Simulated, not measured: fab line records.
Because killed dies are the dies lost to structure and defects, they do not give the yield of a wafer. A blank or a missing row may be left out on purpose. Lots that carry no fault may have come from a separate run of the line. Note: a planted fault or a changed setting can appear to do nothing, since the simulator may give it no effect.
What tool caused it?	flow gf180mcu	72 wafers from 24 lots sampled at 5 of the route's 602 steps

WHAT EACH GAUGE READ, for each wafer
GF_V1_RS_MEAS_24: a four-point-probe measurement. Usual: V1_W_RS 0.330 ohm/sq, standard deviation 0.0033.
lot	measured	on	V1_W_RS (ohm/sq)	flag
L075	day 18 13:35	film_metro-02	0.331 0.329 0.328	
L074	day 18 17:25	film_metro-02	0.326 0.324 0.330	
L076	day 19 01:33	film_metro-02	0.332 0.335 0.333	
L077	day 19 09:43	film_metro-04	0.329 0.332 0.329	
L078	day 19 12:37	film_metro-04	0.330 0.329 0.330	
L079	day 20 00:20	film_metro-04	0.329 0.327 0.330	
L080	day 20 06:07	film_metro-04	0.328 0.326 0.322	
L081	day 20 17:19	film_metro-03	0.331 0.331 0.331	
L082	day 21 01:56	film_metro-04	0.335 0.330 0.332	
L083	day 21 09:54	film_metro-04	0.328 0.327 0.328	
L084	day 21 17:48	film_metro-04	0.334 0.324 0.335	
L085	day 22 03:34	film_metro-04	0.333 0.329 0.327	
L086	day 22 04:18	film_metro-02	0.324 0.326 0.324	
L087	day 23 04:53	film_metro-03	0.332 0.328 0.331	
L088	day 23 10:29	film_metro-04	0.337 0.334 0.332	
L089	day 23 16:37	film_metro-02	0.327 0.329 0.328	
L090	day 24 00:35	film_metro-04	0.326 0.326 0.330	
L091	day 25 00:26	film_metro-02	0.329 0.333 0.334	
L092	day 25 10:09	film_metro-04	0.332 0.332 0.331	
L093	day 25 10:26	film_metro-04	0.334 0.328 0.329	
L095	day 25 21:31	film_metro-03	0.330 0.331 0.331	
L094	day 26 05:06	film_metro-04	0.330 0.330 0.333	
L096	day 26 10:01	film_metro-04	0.333 0.336 0.331	
L097	day 26 16:53	film_metro-04	0.327 0.331 0.327	

GF_M5_OVL_MEAS_08. Usual: M5_OVL -3 nm, standard deviation 5.2.
lot	measured	on	M5_OVL (nm)	flag
L075	day 26 10:52	overlay-02	0 -2 -7	
L074	day 26 17:06	overlay-02	-3 0 6	
L076	day 27 01:48	overlay-02	6 6 -4	
L077	day 27 07:31	overlay-02	0 0 -8	
L078	day 27 09:51	overlay-02	5 -6 -2	
L079	day 27 20:12	overlay-02	-3 -2 5	
L080	day 28 02:27	overlay-01	-9 -11 -10	
L081	day 28 11:06	overlay-02	-12 1 0	
L082	day 28 17:43	overlay-02	-5 -3 3	
L083	day 29 02:26	overlay-01	-7 -3 -15	
L084	day 29 06:38	overlay-01	6 3 4	
L085	day 29 15:10	overlay-01	-2 -3 -2	
L086	day 29 15:14	overlay-02	-3 -5 -5	
L087	day 30 12:48	overlay-01	-10 4 -2	
L088	day 30 16:24	overlay-01	-5 -1 1	
L089	day 30 19:52	overlay-01	-1 3 7	
L090	day 31 02:07	overlay-02	-2 -2 2	
L091	day 31 21:08	overlay-01	-4 -8 -4	
L092	day 32 07:55	overlay-02	0 -6 -10	
L093	day 32 07:34	overlay-02	1 -8 1	
L095	day 32 15:25	overlay-01	-2 -4 -9	
L094	day 32 20:43	overlay-02	7 4 6	
L096	day 33 00:39	overlay-02	-7 -6 -7	
L097	day 33 05:30	overlay-02	-4 -7 -8	

TOOL THAT RAN EACH LOT (tool first, then ch and the chambers of the sampled wafers, then the start)
lot	GF_V1_ETCH_16	GF_M4_SPUTTER_00	GF_MIM_SPUTTER_07
L075	rie_diel-02 ch 2,3, day 18 12:37	pvd_sputter-03, day 22 16:24	pvd_sputter-01, day 24 16:22
L074	rie_diel-03 ch 0,3, day 18 16:32	pvd_sputter-03, day 22 21:28	pvd_sputter-02, day 24 22:06
L076	rie_diel-02 ch 0,1,2, day 19 00:38	pvd_sputter-03, day 23 06:28	pvd_sputter-01, day 25 06:26
L077	rie_diel-01 ch 0,1, day 19 08:50	pvd_sputter-01, day 23 14:29	pvd_sputter-01, day 25 13:40
L078	rie_diel-02 ch 0,1,3, day 19 11:44	pvd_sputter-04, day 23 16:04	pvd_sputter-02, day 25 14:56
L079	rie_diel-02 ch 0,1,3, day 19 23:26	pvd_sputter-01, day 24 03:34	pvd_sputter-01, day 26 01:34
L080	rie_diel-03 ch 0,2,3, day 20 05:13	pvd_sputter-01, day 24 10:14	pvd_sputter-01, day 26 08:52
L081	rie_diel-01 ch 2,3, day 20 16:23	pvd_sputter-01, day 24 20:25	pvd_sputter-01, day 26 18:19
L082	rie_diel-02 ch 2,3, day 21 00:59	pvd_sputter-01, day 25 04:26	pvd_sputter-02, day 27 01:52
L083	rie_diel-02 ch 0,1, day 21 09:01	pvd_sputter-03, day 25 11:16	pvd_sputter-03, day 27 09:07
L084	rie_diel-01 ch 2,3, day 21 16:55	pvd_sputter-04, day 25 18:11	pvd_sputter-03, day 27 15:19
L085	rie_diel-02 ch 2,3, day 22 02:37	pvd_sputter-01, day 26 03:49	pvd_sputter-02, day 28 00:19
L086	rie_diel-03 ch 0,1,2, day 22 03:25	pvd_sputter-04, day 26 04:10	pvd_sputter-03, day 28 01:01
L087	rie_diel-02 ch 1,3, day 23 04:01	pvd_sputter-01, day 27 03:46	pvd_sputter-03, day 28 23:10
L088	rie_diel-01 ch 0,1,2, day 23 09:35	pvd_sputter-01, day 27 07:05	pvd_sputter-03, day 29 01:49
L089	rie_diel-03 ch 0,3, day 23 15:40	pvd_sputter-03, day 27 13:03	pvd_sputter-02, day 29 07:44
L090	rie_diel-03 ch 1,3, day 23 23:43	pvd_sputter-04, day 27 18:20	pvd_sputter-01, day 29 13:05
L091	rie_diel-01 ch 1,2, day 24 23:29	pvd_sputter-01, day 28 17:32	pvd_sputter-03, day 30 10:37
L092	rie_diel-03 ch 1,2,3, day 25 09:13	pvd_sputter-01, day 29 03:10	pvd_sputter-01, day 30 20:44
L093	rie_diel-02 ch 0,1,2, day 25 09:34	pvd_sputter-03, day 29 03:35	pvd_sputter-01, day 30 19:58
L095	rie_diel-01 ch 2,3, day 25 20:37	pvd_sputter-04, day 29 12:22	pvd_sputter-03, day 31 04:53
L094	rie_diel-01 ch 0,2,3, day 26 04:13	pvd_sputter-03, day 29 19:08	pvd_sputter-02, day 31 11:09
L096	rie_diel-03 ch 0,2, day 26 09:08	pvd_sputter-04, day 30 00:57	pvd_sputter-03, day 31 15:19
L097	rie_diel-03 ch 0,1,2, day 26 16:01	pvd_sputter-04, day 30 05:47	pvd_sputter-02, day 31 20:52
- GF_V1_ETCH_16: etches BARC in N2/H2.
- GF_M4_SPUTTER_00: material Ti, target thk 37.5 nm, time 150 s.
- GF_MIM_SPUTTER_07: material TiN, target thk 60 nm, time 50 s.

WHAT THE TOOLS THEMSELVES READ (means of the sampled wafers that have a number; where no wafer has one, the mark that the record gives instead)
GF_V1_ETCH_16. Usual: drypump_motor_current_A 5.5 A, standard deviation 0.58; oes_product_au 0.855 a.u., standard deviation 0.0043; rf_fwd_power_W 494.1 W, standard deviation 2.4; throttle_valve_pct 13.226 %, standard deviation 0.0087.
lot	tool	drypump_motor_current_A (A)	oes_product_au (a.u.)	rf_fwd_power_W (W)	throttle_valve_pct (%)	flag
L075	rie_diel-02	5.5	0.857	496.3	13.225	
L074	rie_diel-03	4.9	0.857	494.3	13.230	
L076	rie_diel-02	5.5	0.851	497.1	13.221	
L077	rie_diel-01	5.9	0.857	494.5	13.222	
L078	rie_diel-02	5.4	0.854	495.0	13.225	
L079	rie_diel-02	5.4	0.855	494.9	13.218	
L080	rie_diel-03	5.1	0.855	495.2	13.224	
L081	rie_diel-01	5.1	0.856	492.3	13.219	
L082	rie_diel-02	5.6	0.860	495.8	13.222	
L083	rie_diel-02	5.6	0.854	495.1	13.230	
L084	rie_diel-01	5.2	0.850	490.6	13.229	
L085	rie_diel-02	5.5	0.855	495.7	13.223	
L086	rie_diel-03	5.6	0.856	495.0	13.224	
L087	rie_diel-02	5.1	0.854	494.2	13.221	
L088	rie_diel-01	5.9	0.855	492.7	13.237	
L089	rie_diel-03	4.9	0.854	493.9	13.223	
L090	rie_diel-03	5.7	0.855	494.4	13.220	
L091	rie_diel-01	6.2	0.855	491.5	13.236	
L092	rie_diel-03	5.8	0.858	493.9	13.223	
L093	rie_diel-02	5.5	0.852	496.8	13.226	
L095	rie_diel-01	5.1	0.853	491.3	13.225	
L094	rie_diel-01	5.4	0.855	490.5	13.226	
L096	rie_diel-03	5.2	0.852	494.1	13.221	
L097	rie_diel-03	5.6	0.854	494.9	13.221	

GF_M4_SPUTTER_00. Usual: throttle_valve_pct at 30.2 %, with a standard deviation of 1.6.
lot	tool	throttle_valve_pct (%)	flag
L075	pvd_sputter-03	29.3	
L074	pvd_sputter-03	30.1	
L076	pvd_sputter-03	29.3	
L077	pvd_sputter-01	30.6	
L078	pvd_sputter-04	29.4	
L079	pvd_sputter-01	32.7	
L080	pvd_sputter-01	32.1	
L081	pvd_sputter-01	31.8	
L082	pvd_sputter-01	31.3	
L083	pvd_sputter-03	29.5	
L084	pvd_sputter-04	29.8	
L085	pvd_sputter-01	31.6	
L086	pvd_sputter-04	29.8	
L087	pvd_sputter-01	31.2	
L088	pvd_sputter-01	31.3	
L089	pvd_sputter-03	28.9	
L090	pvd_sputter-04	28.7	
L091	pvd_sputter-01	30.2	
L092	pvd_sputter-01	30.8	
L093	pvd_sputter-03	30.1	
L095	pvd_sputter-04	28.6	
L094	pvd_sputter-03	28.3	
L096	pvd_sputter-04	29.4	
L097	pvd_sputter-04	29.6	

GF_MIM_SPUTTER_07. Usual: throttle_valve_pct at 30.3 %, with a standard deviation of 1.4.
lot	tool	throttle_valve_pct (%)	flag
L075	pvd_sputter-01	30.9	
L074	pvd_sputter-02	30.0	
L076	pvd_sputter-01	32.0	
L077	pvd_sputter-01	31.5	
L078	pvd_sputter-02	29.7	
L079	pvd_sputter-01	32.3	
L080	pvd_sputter-01	30.6	
L081	pvd_sputter-01	31.0	
L082	pvd_sputter-02	29.2	
L083	pvd_sputter-03	28.7	
L084	pvd_sputter-03	28.2	
L085	pvd_sputter-02	29.2	
L086	pvd_sputter-03	29.5	
L087	pvd_sputter-03	30.3	
L088	pvd_sputter-03	29.8	
L089	pvd_sputter-02	29.9	
L090	pvd_sputter-01	31.2	
L091	pvd_sputter-03	29.1	
L092	pvd_sputter-01	31.1	
L093	pvd_sputter-01	31.8	
L095	pvd_sputter-03	29.3	
L094	pvd_sputter-02	29.3	
L096	pvd_sputter-03	29.2	
L097	pvd_sputter-02	29.4	

THE ANSWER, worked out from the rows above alone
Rule: take the mean of a lot's wafers that have a number; if it is more than 3 standard deviations from the usual mean, the lot is off. A lot without any number at a reading at which 4 lots or more have one is off too. Any other lot the step has rows for is counted as sound. After the gauges, taken in route order, come the tools' own readings; for these a lot's mean is taken, as printed above. The first step at which some lot is off is used, and at that step the reading that is off furthest; a lot without a number counts as furthest.
No lot is off at any reading shown: from this, nothing can be told.

WHAT THE SIMULATOR HAD PUT IN
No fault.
